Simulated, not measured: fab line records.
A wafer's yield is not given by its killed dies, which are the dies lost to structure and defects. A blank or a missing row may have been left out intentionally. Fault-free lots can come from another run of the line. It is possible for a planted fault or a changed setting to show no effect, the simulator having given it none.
fab line records	flow sky130
record: lots: 12	wafers: 36	last-day: 52
route steps=708 shown POLY_GATE@229 LDD_N@244 LDD_LDN@297 POLY_CUT@317 PAD_OPEN@708
lots untouched by any fault: they come from a run of this same line in which no faults occurred
start-h: start of the lot's first displayed wafer, in hours after the record's first day	wait-h: hours from the lot's prior step to this one	" the same as in the row above	L1.1+2: a single row standing in for several wafers	- no value, or no start given	* or withheld: withheld	< > ~ a bound
route shown NAME@n: names a module that has steps shown in the file, with the first one's number in the route	usual: the fault-free wafers' mean and standard deviation	same: alike in all rows	chamber/n: place in a boat	sites: the reading at each site	_std_site: standard deviation across them	_edge_site: the outer-site mean with the inner-site mean subtracted	radius-mm: how far each site lies from the wafer's centre	mask NAME#n: copy n	behind: the most recent tool/chamber to have shaped the wafer	hold: cause of the lot's hold/its duration in hours/its outcome	device: whichever transistor did not switch (one of n, p or np)	end of line: the route-end tests of the same wafers	a step with no rows: only its recipe	killed: not the wafer's yield, but the dies lost to structure and defects at the first sort	map: a wafer's dies, marking killed ones x, the rest . and places with no die _
set.NAME: the run value of the setting; set.NAME@STEP: its run value at that earlier step	model.NAME: the simulator's own value behind a step, which no gauge read
the route's steps for a sample of lots (tables are steps, rows are wafers)
services: a tool's chamber out of use, with start hour (start-h, from the record's first day; less than 0 if before it), hours out, and reason
== steps ==
step: SKY_POLY_GATE_ETCH_15
recipe: chemistry: N2/H2	target: BARC	ion-energy-ev: 200	source-w: 500	bias-w: 100	pressure-mtorr: 30	n2-flow-sccm: 100	h2-flow-sccm: 200	stop-on: SiO2	time-s: 118.5	target-depth-a: 1100
usual: drypump-motor-current-A: 5.8/0.59	h2-flow-sccm: 200.0/0.59	n2-flow-sccm: 100.0/0.34	oes-product-au: 0.716/0.0046	throttle-valve-pct: 13.212/0.0085
lot.wafer	tool	chamber	start-h	wait-h	drypump-motor-current-A	h2-flow-sccm	n2-flow-sccm	oes-product-au	rf-hours-counter-h	throttle-valve-pct
L375.1	rie-diel-01	0	401.19	0.0	5.2	200.3	100.2	0.713	0	13.195
L375.3	"	1	"	"	5.8	199.9	99.6	0.719	11	13.220
L375.5	"	2	"	"	5.5	199.8	100.4	0.709	-	13.209
L376.1	rie-diel-04	1	406.95	0.0	6.7	200.7	100.0	0.718	87	13.230
L376.4	"	1	"	"	6.7	199.9	100.3	0.711	-	13.222
L376.5	"	2	"	"	6.6	199.8	100.2	0.716	-	13.212
L377.2	rie-diel-01	0	413.28	0.0	5.2	200.2	99.8	0.710	0	13.220
L377.4	"	3	"	"	5.0	199.3	99.3	0.706	106	13.221
L377.5	"	3	"	"	5.0	199.4	99.3	0.723	-	13.206
L381.1	rie-diel-01	0	431.90	0.0	5.2	200.2	100.3	0.715	1	13.200
L381.2	"	2	"	"	5.5	200.7	99.7	0.715	6	13.204
L381.4	"	2	"	"	5.5	201.1	99.9	0.714	-	13.208
L382.2	rie-diel-03	1	432.18	0.0	6.4	200.1	100.1	0.723	2	13.235
L382.4	"	3	"	"	6.3	199.4	99.8	0.714	12	13.227
L382.6	"	2	"	"	4.9	199.8	99.5	0.707	-	13.219
L385.1	rie-diel-03	2	434.95	0.0	4.9	199.9	99.9	0.720	76	13.204
L385.3	"	1	"	"	6.5	200.5	100.3	0.718	2	13.218
L385.5	"	2	"	"	4.9	200.4	99.6	0.717	-	13.217
L388.3	rie-diel-04	0	438.30	0.0	5.7	199.2	99.9	0.713	22	13.235
L388.5	"	3	"	"	6.1	199.3	100.5	0.726	-	13.198
L388.6	"	0	"	"	5.6	200.0	100.0	0.716	-	13.218
L389.2	rie-diel-03	0	582.60	0.0	5.3	201.2	99.9	0.719	23	13.205
L389.4	"	1	"	"	6.5	200.4	100.3	0.718	-	13.206
L389.5	"	3	"	"	6.3	199.4	99.8	0.716	-	13.209
L390.3	rie-diel-03	3	596.35	0.0	6.3	200.2	100.0	0.712	14	13.185
L390.4	"	3	"	"	6.3	200.1	100.4	0.709	-	13.214
L390.5	"	0	"	"	5.3	200.0	99.8	0.705	-	13.201
L393.1	rie-diel-04	3	602.88	0.0	6.1	200.0	99.5	0.721	2	13.208
L393.2	"	1	"	"	6.7	200.6	100.4	0.708	1	13.210
L393.4	"	2	"	"	6.5	199.3	100.6	0.724	32	13.207
L396.4	rie-diel-01	2	609.33	0.0	5.4	199.9	100.0	0.712	9	13.223
L396.5	"	2	"	"	5.5	200.5	100.3	0.714	-	13.207
L396.6	"	1	"	"	5.8	199.8	99.7	0.724	-	13.210
L397.1	rie-diel-03	0	611.75	0.0	5.3	199.9	99.7	0.712	24	13.208
L397.2	"	3	"	"	6.3	200.1	100.9	0.716	15	13.229
L397.4	"	1	"	"	6.5	199.6	100.0	0.715	6	13.211
step: SKY_LDD_N_OVL_MEAS_07
usual: LDD_N_OVL: -1.1/1.7
lot.wafer	tool	chamber	start-h	wait-h	LDD_N_OVL[nm]
L375.1	overlay-02	-	435.12	0.1	-0.2
L375.3	"	-	"	"	-0.2
L375.5	"	-	"	"	-0.4
L376.1	overlay-02	-	442.02	0.1	1.1
L376.4	"	-	"	"	0.6
L376.5	"	-	"	"	1.0
L377.2	overlay-01	-	447.72	0.1	-0.6
L377.4	"	-	"	"	-2.3
L377.5	"	-	"	"	-1.2
L381.1	overlay-01	-	465.39	0.1	2.5
L381.2	"	-	"	"	1.2
L381.4	"	-	"	"	1.4
L382.2	overlay-01	-	467.83	0.1	-1.3
L382.4	"	-	"	"	-1.6
L382.6	"	-	"	"	-2.9
L385.1	overlay-01	-	468.84	0.1	-1.0
L385.3	"	-	"	"	-2.2
L385.5	"	-	"	"	-3.3
L388.3	overlay-01	-	471.28	0.1	-1.5
L388.5	"	-	"	"	-2.4
L388.6	"	-	"	"	-1.5
L389.2	overlay-01	-	614.92	0.1	1.3
L389.4	"	-	"	"	2.4
L389.5	"	-	"	"	3.1
L390.3	overlay-01	-	628.21	0.1	-0.7
L390.4	"	-	"	"	-0.9
L390.5	"	-	"	"	0.3
L393.1	overlay-02	-	633.79	0.1	-2.8
L393.2	"	-	"	"	0.6
L393.4	"	-	"	"	0.0
L396.4	overlay-01	-	640.71	0.1	-1.5
L396.5	"	-	"	"	-2.5
L396.6	"	-	"	"	-2.1
L397.1	overlay-01	-	642.79	0.1	-1.0
L397.2	"	-	"	"	-0.3
L397.4	"	-	"	"	-2.7
step: SKY_LDD_LDN_IMPLANT_08
recipe: species: As	energy-kev: 15	dose-cm2: 1.25e+13	tilt-deg: withheld	rotation-deg: 23
usual: beam-energy-keV: 15.000/0.0059	end-station-pressure-torr: 5.04e-06/2.8e-07
lot.wafer	tool	chamber	start-h	wait-h	beam-energy-keV	end-station-pressure-torr
L375.1	implanter-04	0	559.95	0.0	14.995	5.44e-06
L375.3	"	0	"	"	15.007	4.88e-06
L375.5	"	0	"	"	14.992	5.48e-06
L376.1	implanter-03	0	567.65	0.0	15.008	5e-06
L376.4	"	0	"	"	14.999	4.84e-06
L376.5	"	0	"	"	15.001	4.82e-06
L377.2	implanter-02	0	573.03	0.0	14.997	4.69e-06
L377.4	"	0	"	"	15.000	5.15e-06
L377.5	"	0	"	"	15.002	4.81e-06
L381.1	implanter-04	0	589.33	0.0	14.996	5.14e-06
L381.2	"	0	"	"	14.996	4.97e-06
L381.4	"	0	"	"	15.001	5.57e-06
L382.2	implanter-03	0	590.26	0.0	19.680	4.62e-06
L382.4	"	0	"	"	19.679	4.75e-06
L382.6	"	0	"	"	19.677	5.23e-06
L385.1	implanter-03	0	592.03	0.0	19.674	4.64e-06
L385.3	"	0	"	"	19.676	5.14e-06
L385.5	"	0	"	"	19.669	4.66e-06
L388.3	implanter-02	0	594.98	0.1	15.004	4.89e-06
L388.5	"	0	"	"	15.004	4.91e-06
L388.6	"	0	"	"	14.997	5.06e-06
L389.2	implanter-04	0	731.98	0.0	15.007	4.99e-06
L389.4	"	0	"	"	15.002	5.44e-06
L389.5	"	0	"	"	15.004	4.81e-06
L390.3	implanter-04	0	745.15	0.1	14.994	5.25e-06
L390.4	"	0	"	"	14.989	4.87e-06
L390.5	"	0	"	"	14.994	4.95e-06
L393.1	implanter-03	0	748.40	0.0	14.995	5.38e-06
L393.2	"	0	"	"	14.993	5.36e-06
L393.4	"	0	"	"	15.000	5.01e-06
L396.4	implanter-02	0	754.86	0.1	14.993	5.23e-06
L396.5	"	0	"	"	14.995	5.17e-06
L396.6	"	0	"	"	15.000	4.73e-06
L397.1	implanter-02	0	757.81	0.0	15.001	5.16e-06
L397.2	"	0	"	"	15.003	4.84e-06
L397.4	"	0	"	"	15.006	5.06e-06
step: SKY_POLY_CUT_ETCH_10
recipe: chemistry: N2/H2	target: BARC	ion-energy-ev: 200	source-w: 500	bias-w: 100	pressure-mtorr: 30	n2-flow-sccm: 100	h2-flow-sccm: 200	stop-on: SiO2	time-s: 45.9	target-depth-a: 600
usual: drypump-motor-current-A: 5.4/0.5	h2-flow-sccm: 200.0/0.59	n2-flow-sccm: 100.02/0.3	oes-product-au: 0.855/0.0048	throttle-valve-pct: 13.222/0.01
lot.wafer	tool	chamber	start-h	wait-h	drypump-motor-current-A	h2-flow-sccm	n2-flow-sccm	oes-product-au	rf-hours-counter-h	throttle-valve-pct
L375.1	rie-diel-01	3	593.82	0.0	5.0	199.5	99.14	0.846	2	13.222
L375.3	"	1	"	"	5.8	199.8	100.44	0.854	14	13.218
L375.5	"	2	"	"	5.5	199.5	99.87	0.862	-	13.210
L376.1	rie-diel-03	2	601.87	0.0	4.9	200.4	100.53	0.856	0	13.234
L376.4	"	0	"	"	5.3	199.5	100.23	0.841	24	13.222
L376.5	"	3	"	"	6.3	199.6	100.42	0.857	-	13.224
L377.2	rie-diel-01	1	606.70	0.0	5.8	199.2	99.70	0.857	15	13.197
L377.4	"	0	"	"	5.2	198.6	99.95	0.850	4	13.222
L377.5	"	2	"	"	5.5	199.9	99.98	0.847	-	13.223
L381.1	rie-diel-03	0	622.67	0.0	5.3	199.4	100.08	0.855	25	13.227
L381.2	"	1	"	"	6.4	199.3	100.00	0.857	6	13.221
L381.4	"	3	"	"	6.3	199.9	99.69	0.847	16	13.209
L382.2	rie-diel-02	0	624.32	0.0	5.1	199.8	100.14	0.857	10	13.221
L382.4	"	2	"	"	4.8	199.9	99.86	0.863	5	13.235
L382.6	"	0	"	"	5.1	199.6	99.97	0.856	-	13.218
L385.1	rie-diel-01	3	625.15	0.0	5.0	200.1	100.00	0.852	4	13.219
L385.3	"	2	"	"	5.5	200.9	100.20	0.857	10	13.213
L385.5	"	0	"	"	5.2	200.3	100.25	0.851	-	13.229
L388.3	rie-diel-03	0	627.25	0.0	5.3	199.8	100.02	0.867	25	13.227
L388.5	"	3	"	"	6.3	199.0	99.75	0.855	-	13.223
L388.6	"	0	"	"	5.3	200.3	99.92	0.856	-	13.226
L389.2	rie-diel-01	3	762.07	0.0	5.0	199.3	100.15	0.856	7	13.226
L389.4	"	2	"	"	5.5	199.7	99.86	0.852	13	13.219
L389.5	"	1	"	"	5.8	199.7	100.26	0.856	-	13.217
L390.3	rie-diel-01	2	776.35	0.0	5.5	199.6	100.07	0.858	14	13.232
L390.4	"	0	"	"	5.2	199.8	100.22	0.854	9	13.206
L390.5	"	3	"	"	5.0	201.1	100.02	0.853	-	13.241
L393.1	rie-diel-03	0	779.12	0.0	5.3	200.5	100.56	0.853	29	13.214
L393.2	"	2	"	"	4.9	199.4	100.22	0.865	5	13.224
L393.4	"	3	"	"	6.3	200.3	100.19	0.854	19	13.226
L396.4	rie-diel-01	3	785.75	0.0	5.0	198.7	100.22	0.849	8	13.217
L396.5	"	0	"	"	5.2	198.8	100.05	0.855	-	13.219
L396.6	"	3	"	"	5.0	199.5	99.71	0.856	-	13.230
L397.1	rie-diel-03	3	789.80	0.0	6.3	199.7	99.91	0.861	20	13.225
L397.2	"	1	"	"	6.5	200.7	100.42	0.854	10	13.235
L397.4	"	2	"	"	4.9	199.9	100.34	0.855	5	13.222
step: SKY_PAD_OPEN_PROBE_99
usual: killed_at_M0_to_M3: 45/6.3	killed_at_M4_up: 2.8/1.6	killed-at-contacts: 24/5.1	killed-at-front-end: 14/4.4	killed-at-other: 0.4/0.73	killed-dies: 86/9	killed-open: 47/7.8	killed-short: 39/6.6
same: gross-dies: 492	killed-at-back-side: 0
lot.wafer	tool	chamber	start-h	wait-h	killed_at_M0_to_M3	killed_at_M4_up	killed-at-contacts	killed-at-front-end	killed-at-other	killed-dies	killed-open	killed-short
L375.1	prober-01	-	1117.94	0.1	41	3	30	9	3	86	49	37
L375.3	prober-01	-	1118.04	0.2	53	0	21	13	0	87	52	35
L375.5	prober-01	-	1118.14	0.2	45	4	28	12	0	89	57	32
L376.1	prober-02	-	1124.33	0.1	35	6	31	13	0	85	49	36
L376.4	prober-02	-	1124.48	0.2	41	3	25	18	0	87	51	36
L376.5	prober-02	-	1124.53	0.2	51	6	27	22	0	106	56	49
L377.2	prober-01	-	1126.26	0.1	53	3	23	15	0	94	48	46
L377.4	prober-01	-	1126.36	0.2	40	2	21	9	0	72	37	35
L377.5	prober-01	-	1126.41	0.2	50	0	26	12	1	89	52	37
L381.1	prober-01	-	1136.60	0.1	42	2	33	10	0	87	46	41
L381.2	prober-01	-	1136.65	0.1	52	0	24	14	0	90	37	53
L381.4	prober-01	-	1136.75	0.2	44	0	22	8	0	74	41	33
L382.2	prober-01	-	1139.95	0.3	46	3	28	16	0	93	58	35
L382.4	prober-01	-	1140.05	0.4	47	2	34	23	0	106	73	32
L382.6	prober-01	-	1140.15	0.5	39	2	20	11	0	72	35	37
L385.1	prober-02	-	1140.03	0.1	36	4	23	16	0	79	40	39
L385.3	prober-02	-	1140.13	0.2	34	1	28	9	0	72	44	28
L385.5	prober-02	-	1140.23	0.2	45	2	27	6	0	80	45	35
L388.3	prober-01	-	1145.39	0.2	42	3	22	16	1	84	49	35
L388.5	prober-01	-	1145.49	0.2	35	4	27	11	0	77	43	34
L388.6	prober-01	-	1145.54	0.2	47	6	21	16	0	90	42	48
L389.2	prober-01	-	1229.08	0.1	47	2	23	13	2	87	59	28
L389.4	prober-01	-	1229.18	0.2	47	0	20	21	1	89	47	42
L389.5	prober-01	-	1229.23	0.2	43	4	28	15	0	90	55	35
L390.3	prober-02	-	1235.93	0.2	50	3	22	9	1	85	51	33
L390.4	prober-02	-	1235.98	0.2	53	5	29	16	5	108	62	43
L390.5	prober-02	-	1236.03	0.2	36	0	27	17	0	80	54	26
L393.1	prober-01	-	1237.43	0.1	36	8	25	22	0	91	50	41
L393.2	prober-01	-	1237.48	0.1	44	4	30	12	1	91	59	32
L393.4	prober-01	-	1237.58	0.2	42	3	30	13	0	88	43	45
L396.4	prober-01	-	1241.58	0.2	44	1	26	12	0	83	50	33
L396.5	prober-01	-	1241.63	0.2	43	5	20	15	0	83	40	43
L396.6	prober-01	-	1241.68	0.2	40	2	22	14	0	78	40	38
L397.1	prober-01	-	1244.16	0.1	31	2	20	23	0	76	42	34
L397.2	prober-01	-	1244.21	0.1	43	1	25	15	1	85	52	33
L397.4	prober-01	-	1244.31	0.2	41	3	30	14	0	88	47	41
killed by level:class
L375.1 CONTACT:geometric-particle:open=12 VIA1:geometric-particle:open=10 CONTACT:geometric-particle:short=8 VIA3:geometric-particle:open=8 METAL1:geometric-particle:short=7 LI_CONTACT:geometric-particle:open=6 METAL2:geometric-particle:short=4 VIA2:geometric-particle:open=3
L375.3 VIA1:geometric-particle:open=17 VIA3:geometric-particle:open=10 CONTACT:geometric-particle:open=8 METAL1:geometric-particle:short=6 FIELD_ISO:geometric-particle:short=5 LI_CONTACT:geometric-particle:open=5 METAL2:geometric-particle:short=5 VIA1:geometric-particle:short=4
L375.5 CONTACT:geometric-particle:open=13 VIA1:geometric-particle:open=13 LI_CONTACT:geometric-particle:open=9 METAL2:geometric-particle:short=7 VIA1:geometric-particle:short=6 VIA3:geometric-particle:open=6 POLY_GATE:geometric-particle:open=5 VIA2:geometric-particle:open=4
L376.1 VIA1:geometric-particle:open=12 CONTACT:geometric-particle:short=8 LI_CONTACT:geometric-particle:open=8 VIA2:geometric-particle:open=8 CONTACT:geometric-particle:open=6 POLY_GATE:geometric-particle:short=4 LOCAL_INTERCONNECT:geometric-particle:short=4 METAL2:geometric-particle:short=4
L376.4 VIA1:geometric-particle:open=11 LI_CONTACT:geometric-particle:open=7 CONTACT:geometric-particle:open=7 VIA1:geometric-particle:short=7 POLY_GATE:geometric-particle:short=6 VIA2:geometric-particle:open=6 LOCAL_INTERCONNECT:geometric-particle:short=5 FIELD_ISO:geometric-particle:open=4
L376.5 VIA3:geometric-particle:open=11 LI_CONTACT:geometric-particle:open=10 FIELD_ISO:geometric-particle:short=9 CONTACT:geometric-particle:open=7 VIA1:geometric-particle:open=7 VIA1:geometric-particle:short=6 METAL1:geometric-particle:short=6 VIA2:geometric-particle:open=6
L377.2 VIA1:geometric-particle:open=11 VIA3:geometric-particle:open=9 METAL2:geometric-particle:short=8 VIA2:geometric-particle:open=8 LI_CONTACT:geometric-particle:open=7 VIA1:geometric-particle:short=6 POLY_GATE:geometric-particle:short=5 CONTACT:geometric-particle:short=5
L377.4 LI_CONTACT:geometric-particle:open=8 VIA1:geometric-particle:open=8 METAL2:geometric-particle:short=7 CONTACT:geometric-particle:open=5 VIA1:geometric-particle:short=4 VIA2:geometric-particle:short=4 VIA3:geometric-particle:open=4 CONTACT:geometric-particle:short=3
L377.5 VIA1:geometric-particle:open=14 CONTACT:geometric-particle:open=13 VIA1:geometric-particle:short=8 METAL1:geometric-particle:short=7 VIA2:geometric-particle:open=7 FIELD_ISO:geometric-particle:open=5 LI_CONTACT:geometric-particle:open=4 LOCAL_INTERCONNECT:geometric-particle:short=4
L381.1 LI_CONTACT:geometric-particle:open=12 VIA1:geometric-particle:open=10 VIA3:geometric-particle:open=7 LOCAL_INTERCONNECT:geometric-particle:short=6 LI_CONTACT:geometric-particle:short=5 CONTACT:geometric-particle:short=5 METAL1:geometric-particle:short=5 VIA2:geometric-particle:open=5
L381.2 METAL1:geometric-particle:short=13 METAL2:geometric-particle:short=9 VIA3:geometric-particle:open=7 CONTACT:geometric-particle:short=7 CONTACT:geometric-particle:open=7 VIA1:geometric-particle:open=7 LOCAL_INTERCONNECT:geometric-particle:short=6 VIA2:geometric-particle:open=5
L381.4 METAL1:geometric-particle:short=8 VIA2:geometric-particle:open=7 CONTACT:geometric-particle:open=7 VIA1:geometric-particle:open=7 LI_CONTACT:geometric-particle:open=6 VIA3:geometric-particle:open=6 LOCAL_INTERCONNECT:geometric-particle:short=5 METAL2:geometric-particle:short=5
L382.2 VIA1:geometric-particle:open=13 LI_CONTACT:geometric-particle:open=9 FIELD_ISO:geometric-particle:open=8 CONTACT:geometric-particle:open=8 VIA2:geometric-particle:open=8 CONTACT:geometric-particle:short=6 METAL2:geometric-particle:short=6 VIA3:geometric-particle:short=5
L385.1 LI_CONTACT:geometric-particle:open=8 POLY_GATE:geometric-particle:short=6 VIA1:geometric-particle:open=6 VIA2:geometric-particle:open=6 CONTACT:geometric-particle:open=5 METAL1:geometric-particle:short=5 VIA2:geometric-particle:short=5 VIA3:geometric-particle:open=5
L382.4 VIA1:geometric-particle:open=15 FIELD_ISO:geometric-particle:open=12 CONTACT:geometric-particle:open=12 VIA2:geometric-particle:open=9 LI_CONTACT:geometric-particle:open=7 VIA3:geometric-particle:open=7 LI_CONTACT:geometric-particle:short=6 POLY_GATE:geometric-particle:short=4
L385.3 CONTACT:geometric-particle:open=10 VIA1:geometric-particle:open=10 LI_CONTACT:geometric-particle:open=7 CONTACT:geometric-particle:short=6 METAL1:geometric-particle:short=6 FIELD_ISO:geometric-particle:open=5 VIA2:geometric-particle:open=4 VIA1:geometric-particle:short=4
L382.6 VIA1:geometric-particle:open=8 METAL2:geometric-particle:short=7 POLY_GATE:geometric-particle:short=6 VIA3:geometric-particle:open=5 LOCAL_INTERCONNECT:geometric-particle:short=5 CONTACT:geometric-particle:open=5 VIA1:geometric-particle:short=5 VIA2:geometric-particle:open=5
L385.5 VIA3:geometric-particle:open=13 LI_CONTACT:geometric-particle:open=9 CONTACT:geometric-particle:open=9 VIA1:geometric-particle:open=7 VIA1:geometric-particle:short=6 CONTACT:geometric-particle:short=6 METAL1:geometric-particle:short=5 VIA2:geometric-particle:short=4
L388.3 VIA1:geometric-particle:open=8 LOCAL_INTERCONNECT:geometric-particle:short=7 FIELD_ISO:geometric-particle:open=6 CONTACT:geometric-particle:open=6 METAL2:geometric-particle:short=6 VIA2:geometric-particle:open=6 POLY_GATE:geometric-particle:open=5 LI_CONTACT:geometric-particle:open=5
L388.5 CONTACT:geometric-particle:open=14 METAL2:geometric-particle:short=7 VIA3:geometric-particle:open=7 VIA2:geometric-particle:open=6 CONTACT:geometric-particle:short=5 VIA2:geometric-particle:short=5 VIA1:geometric-particle:open=4 FIELD_ISO:geometric-particle:open=3
L388.6 VIA1:geometric-particle:open=10 LI_CONTACT:geometric-particle:open=7 VIA1:geometric-particle:short=7 FIELD_ISO:geometric-particle:short=6 CONTACT:geometric-particle:open=6 METAL2:geometric-particle:short=6 METAL3:geometric-particle:short=6 FIELD_ISO:geometric-particle:open=5
L389.2 CONTACT:geometric-particle:open=12 VIA2:geometric-particle:open=12 VIA1:geometric-particle:open=11 VIA3:geometric-particle:open=10 LI_CONTACT:geometric-particle:open=6 METAL1:geometric-particle:short=5 FIELD_ISO:geometric-particle:open=4 FIELD_ISO:geometric-particle:short=3
L389.4 VIA1:geometric-particle:open=11 VIA3:geometric-particle:open=9 POLY_GATE:geometric-particle:short=7 CONTACT:geometric-particle:open=7 VIA1:geometric-particle:short=6 LOCAL_INTERCONNECT:geometric-particle:short=4 CONTACT:geometric-particle:short=4 METAL1:geometric-particle:short=4
L389.5 CONTACT:geometric-particle:open=13 VIA1:geometric-particle:open=10 VIA2:geometric-particle:open=9 LI_CONTACT:geometric-particle:open=6 CONTACT:geometric-particle:short=5 VIA1:geometric-particle:short=5 VIA3:geometric-particle:open=5 POLY_GATE:geometric-particle:short=3
L390.3 VIA1:geometric-particle:open=15 VIA3:geometric-particle:open=10 CONTACT:geometric-particle:open=8 METAL2:geometric-particle:short=7 LOCAL_INTERCONNECT:geometric-particle:short=5 METAL1:geometric-particle:short=5 VIA2:geometric-particle:open=5 FIELD_ISO:geometric-particle:open=4
L390.4 VIA1:geometric-particle:open=11 VIA2:geometric-particle:open=11 LI_CONTACT:geometric-particle:open=10 CONTACT:geometric-particle:open=9 VIA3:geometric-particle:open=6 VIA3:geometric-particle:short=6 LOCAL_INTERCONNECT:geometric-particle:short=5 METAL2:geometric-particle:short=5
L390.5 VIA1:geometric-particle:open=10 CONTACT:geometric-particle:open=9 VIA3:geometric-particle:open=7 LI_CONTACT:geometric-particle:open=7 POLY_GATE:geometric-particle:open=6 LOCAL_INTERCONNECT:geometric-particle:short=5 VIA1:geometric-particle:short=5 POLY_CUT:geometric-particle:open=4
L393.1 CONTACT:geometric-particle:open=8 VIA1:geometric-particle:open=8 VIA3:geometric-particle:open=6 METAL4:geometric-particle:short=6 FIELD_ISO:geometric-particle:open=5 SPACER:geometric-particle:open=5 CONTACT:geometric-particle:short=5 FIELD_ISO:geometric-particle:short=4
L393.2 VIA1:geometric-particle:open=14 CONTACT:geometric-particle:open=13 VIA2:geometric-particle:open=9 LI_CONTACT:geometric-particle:open=7 VIA3:geometric-particle:open=7 VIA1:geometric-particle:short=6 CONTACT:geometric-particle:short=5 FIELD_ISO:geometric-particle:open=4
L393.4 CONTACT:geometric-particle:open=14 VIA1:geometric-particle:open=8 VIA2:geometric-particle:short=7 VIA3:geometric-particle:open=7 METAL2:geometric-particle:short=6 LI_CONTACT:geometric-particle:open=5 METAL1:geometric-particle:short=5 CONTACT:geometric-particle:short=4
L396.4 CONTACT:geometric-particle:open=12 VIA1:geometric-particle:open=9 VIA2:geometric-particle:open=9 FIELD_ISO:geometric-particle:open=6 LI_CONTACT:geometric-particle:open=6 METAL1:geometric-particle:short=5 METAL2:geometric-particle:short=5 VIA3:geometric-particle:open=4
L396.5 VIA1:geometric-particle:short=12 VIA1:geometric-particle:open=9 VIA3:geometric-particle:open=7 FIELD_ISO:geometric-particle:short=6 CONTACT:geometric-particle:open=6 LI_CONTACT:geometric-particle:short=4 LOCAL_INTERCONNECT:geometric-particle:short=4 FIELD_ISO:geometric-particle:open=3
L396.6 CONTACT:geometric-particle:open=12 CONTACT:geometric-particle:short=6 VIA3:geometric-particle:open=6 VIA1:geometric-particle:open=6 VIA2:geometric-particle:open=6 FIELD_ISO:geometric-particle:short=5 METAL3:geometric-particle:short=5 METAL2:geometric-particle:short=5
L397.1 FIELD_ISO:geometric-particle:open=11 LI_CONTACT:geometric-particle:open=7 CONTACT:geometric-particle:open=7 VIA1:geometric-particle:open=5 FIELD_ISO:geometric-particle:short=4 METAL1:geometric-particle:short=4 VIA2:geometric-particle:open=4 POLY_GATE:geometric-particle:short=3
L397.2 CONTACT:geometric-particle:open=14 VIA1:geometric-particle:open=9 VIA3:geometric-particle:open=8 FIELD_ISO:geometric-particle:open=7 METAL2:geometric-particle:short=7 VIA2:geometric-particle:open=6 CONTACT:geometric-particle:short=4 METAL1:geometric-particle:short=4
L397.4 CONTACT:geometric-particle:open=12 LI_CONTACT:geometric-particle:open=9 VIA2:geometric-particle:open=8 VIA3:geometric-particle:short=7 METAL2:geometric-particle:short=7 FIELD_ISO:geometric-particle:short=5 VIA1:geometric-particle:open=5 VIA3:geometric-particle:open=5
== services ==
tool	chamber	start-h	hours	kind
implanter-04	-	401.83	4.6	pm
rie-diel-01	-	437.59	1.0	repair
implanter-03	-	439.63	10.0	pm
implanter-02	-	469.06	11.6	pm
implanter-02	-	484.91	4.0	repair
implanter-02	-	494.24	3.3	pm
rie-diel-03	3	515.39	4.1	repair
rie-diel-03	2	515.93	7.3	repair
implanter-02	-	516.79	7.7	pm
implanter-03	-	520.82	1.8	repair
implanter-04	-	532.37	3.0	repair
implanter-03	-	532.66	3.9	pm
implanter-02	-	548.49	1.2	repair
rie-diel-03	-	557.58	14.6	pm
rie-diel-01	2	562.10	4.1	repair
implanter-04	-	583.80	1.6	repair
implanter-03	-	599.84	0.6	repair
implanter-04	-	604.22	5.7	pm
rie-diel-03	3	660.44	1.5	repair
rie-diel-01	2	665.74	10.8	repair
rie-diel-03	-	670.15	2.8	pm
rie-diel-01	0	683.21	6.3	repair
rie-diel-03	3	685.94	14.0	repair
rie-diel-03	1	693.32	4.1	repair
== key ==
first-sign: step: SKY_LDD_LDN_IMPLANT_08	reading: beam-energy-keV	direction: up	sigmas: 99+	usual: *	struck: *
effect none on later readings
met-at SKY_LDD_LDN_IMPLANT_08
struck-lots L382,L385
tester-left-out L382,L385
not-acting-at SKY_POLY_GATE_ETCH_15,SKY_LDD_N_OVL_MEAS_07,SKY_POLY_CUT_ETCH_10
onset-between 567.65 590.26
fault: kind: process-parameter-drift	tool: implanter-03	chamber: -	onset-h: 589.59	steps: SKY_LDD_LDN_IMPLANT_08	channel: energy-kev	offset: *	shape: step	end-h: 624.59	acts-in: *	stated: *
tester-left-out: of these lots the tester's yield and bins aren't shown, on N5 and GAA mostly nor the transistor test; their killed dies are dies lost to structure and defects alone, not to doping, threshold or leakage, so they don't give the yield
